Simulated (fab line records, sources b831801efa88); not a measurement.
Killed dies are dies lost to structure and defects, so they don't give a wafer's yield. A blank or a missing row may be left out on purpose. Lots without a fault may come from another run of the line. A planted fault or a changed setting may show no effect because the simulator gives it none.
A struck lot beside a sound one | flow sky130 | 15 steps out of a route of 708
Sound: wafers L753.1, L753.5, L753.6. Struck: wafers L762.3, L762.4, L762.6. The cause comes at the end.
At each step with rows: each side's tool, then ch and its chambers, then its first start. Under that, the readings that differ: sound wafers | struck wafers | difference of the means | sigmas: that difference in standard deviations of wafers without a fault.
alike: readings whose means differ by less than 2 such deviations, and words and numbers that are the same on both sides. not compared: withheld readings, readings that some wafer has no value for, bounds like >300 that may hide the same value, and numbers for which the record gives no deviation and whose values overlap.
The two part at a step that has a row with sigmas, a row that says differs or no value, or rows on one side only. Numbers that don't overlap but have no deviation are shown without sigmas and don't part them. A reading that every wafer of one side lacks parts them only if that side has two wafers or more.

SKY_VIA3_OVL_MEAS_13:
  sound on overlay-01, day 40 13:18; struck on overlay-02, day 42 17:43
  alike: VIA3_OVL
SKY_VIA3_ETCH_14: etches BARC in N2/H2, stops on SiO2, time 45.9 s, target depth 60 nm.
  sound on rie_diel-03 ch 2,3, day 40 13:20; struck on rie_diel-04 ch 0,2, day 42 17:45
  alike: drypump_motor_current_A, oes_product_au, throttle_valve_pct
  not compared: rf_hours_counter_h
SKY_VIA3_ETCH_15: etches SiO2 in C4F8/O2/Ar, stops on TiN, target depth 507 nm, time 78 s.
  sound on rie_diel-03 ch 2,3, day 40 13:23; struck on rie_diel-04 ch 0,2, day 42 17:47
  alike: oes_product_au
  not compared: rf_hours_counter_h
then, 4 steps without rows for these wafers: SKY_VIA3_STRIP_16 (strips in O2/N2); SKY_VIA3_STRIP_17 (strips in post etch residue remover, time 1200 s); SKY_VIA3_CLEAN_18 (cleans in IPA, time 180 s); SKY_VIA3_CLEAN_19 (cleans in O3/DIW).
SKY_VIA3_SPUTTER_20: material TiN, target thk 20 nm, time 76.36 s.
  sound on pvd_sputter-01, day 40 14:02; struck on pvd_sputter-01, day 42 18:26
  alike: cathode_dc_power_W, throttle_valve_pct
SKY_VIA3_CVD_21: deposits W, target thk 390 nm, time 117.31 s.
  sound on cvd_w-02 ch 0,1, day 40 14:06; struck on cvd_w-02 ch 0,1, day 42 18:32
  alike: heater_power_w, susceptor_temp_C
SKY_VIA3_RS_MEAS_22: measures by four-point-probe.
  sound on film_metro-04, day 40 14:13; struck on film_metro-02, day 42 18:40
  alike: VIA3_W_RS
SKY_VIA3_THK_MEAS_23: measures by xrf.
  sound on film_metro-04, day 40 14:20; struck on film_metro-02, day 42 18:46
  alike: VIA3_W_THK
then, 1 step without rows for these wafers: SKY_VIA3_CMP_24 (polishes, stops on SiO2, t overpolish 20 s, target thk 0 nm).
SKY_METAL4_SPUTTER_00: material Ti, target thk 15 nm, time 10 s.
  sound on pvd_sputter-02, day 40 14:42; struck on pvd_sputter-02, day 42 19:06
  reading                                   | sound                | struck               | difference | sigmas
  cathode_dc_power_W (W)                    | 3001.4 3000.2 3000.5 | 2323.9 2323.0 2323.6 | -677.2     | -99 or more
  model.Ti_of_METAL4_SPUTTER_00.thk_nm (nm) | 14.91 15.02 14.92    | 11.57 11.63 11.38    | -3.42      |
  alike: throttle_valve_pct
SKY_METAL4_SPUTTER_01: material TiN, target thk 20 nm, time 16.7 s.
  sound on pvd_sputter-02, day 40 14:43; struck on pvd_sputter-02, day 42 19:08
  alike: cathode_dc_power_W, throttle_valve_pct
-- the record jumps here: 6 days lie between the struck wafers' starts before and after (it left off in module METAL4 and takes up again in module PAD_OPEN, whose first step shown is number 708 of the route) --
SKY_PAD_OPEN_PROBE_99:
  sound on prober-01, day 46 11:46; struck on prober-02, day 48 07:47
  alike: defect_limited_yield, killed_at_M0_to_M3, killed_at_M4_up, killed_at_contacts, killed_at_front_end, killed_at_other, killed_dies, killed_open, killed_short, sort_bin_3_pad_short, sort_bin_5_function, sort_bin_6_memory, sort_n_pass, sort_yield_pct

WHERE THEY PART
Only at SKY_METAL4_SPUTTER_00, within this record. Later steps at which nothing parts them and some readings are alike: SKY_METAL4_SPUTTER_01, SKY_PAD_OPEN_PROBE_99.

WHY: what the simulator had put in
Process parameter drift: pvd_sputter-02, from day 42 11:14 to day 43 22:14, at SKY_METAL4_SPUTTER_00. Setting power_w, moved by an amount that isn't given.
